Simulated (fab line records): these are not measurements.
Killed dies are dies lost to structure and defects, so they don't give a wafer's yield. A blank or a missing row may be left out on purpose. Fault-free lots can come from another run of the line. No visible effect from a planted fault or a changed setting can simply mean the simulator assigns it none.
8D (eight disciplines) problem report, filled in by code    flow gf180mcu    the parts of the form that need people (team, actions taken, sign-off) are left out

## 1. WHAT WENT WRONG
rf fwd power W at GF_SAB_CVD_00 reads a mean of 514 W on 3 wafers of 2 lots; wafers without a fault read 588 W with a standard deviation of 3.2. Measured from the usual mean, that is -23 standard deviations.
The step: deposits SiO2 from TEOS, target thk 50 nm, time 4.9302 s.
The first sign was on wafer L853.1 at day 18 06:19, on pecvd-01. At this step, 42 wafers from 14 lots have a number in the record. Rule for "out", or "out of limits": more than 4 standard deviations from the usual mean. Any other wafer with a number is counted as sound.

## 2. WHAT IT IS AND WHAT IT IS NOT
question                     is                      is not
which readings at this step  rf fwd power W          heater power outer w, heater power w
which lots                   L853, L856              L842, L843, L844, L845, L846, L847, L849, L852, L858, L859, L864, L865
which wafers of those lots   L853.1, L856.2, L856.6  L853.2, L853.5, L856.1
read on which tools          pecvd-01                pecvd-03, pecvd-04
when                         from day 18 06:19       up to then (26 sound wafers); but 13 sound wafers of L856, L858, L859, L864, L865 came after

## 3. WHAT RULES OUT EACH SUSPECT
Counting: a tool at a process step up to the reading stays a suspect if it ran every lot that is out. Sound lots after the first of them don't rule it out here, since some wafers of a struck lot are sound.
- pecvd-01 at GF_SAB_CVD_00 (deposits SiO2 from TEOS, target thk 50 nm, time 4.9302 s): kept. Ran every lot that is out, first one L853 (day 18 06:19); last sound lot up to then L849 (day 16 21:43). On those wafers its own readings are out: rf fwd power W.
- The sound lot-mates ran in chamber 1 of pecvd-01 at GF_SAB_CVD_00, but the wafers that are out ran in chamber 2.
Left after counting: pecvd-01 at GF_SAB_CVD_00.

## 4. THE CAUSE (what the simulator had put in)
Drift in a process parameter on pecvd-01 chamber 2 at GF_SAB_CVD_00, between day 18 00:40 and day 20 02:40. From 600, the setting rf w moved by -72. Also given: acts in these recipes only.
The count eliminated every tool but this one.

## 5. SEQUENCE OF EFFECTS, ordered by route
Each row: a reading whose mean over the struck wafers that have a number lies more than 3 standard deviations from the usual. Only readings for which the record gives a usual standard deviation are gone through. hours: the time from each lot's start at the first step in this table that gives one to its start at this step, as a median over the lots. sigmas: the change in usual standard deviations.
hours  step           reading         usual  on struck wafers  change  sigmas
0      GF_SAB_CVD_00  rf fwd power W  588 W  514               -74     -23
Process steps it contains:
- GF_SAB_CVD_00: deposits SiO2 from TEOS, target thk 50 nm, time 4.9302 s.
Later measuring or inspecting steps at which every struck wafer that the step has a row for has a number for every such reading, and none has moved that far: GF_SAB_OVL_MEAS_10.

## 6. HOW IT WOULD HAVE BEEN CAUGHT EARLIER
In this record no reading fell out of limits until day 18 06:19, 6 hours after the fault had begun at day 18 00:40.
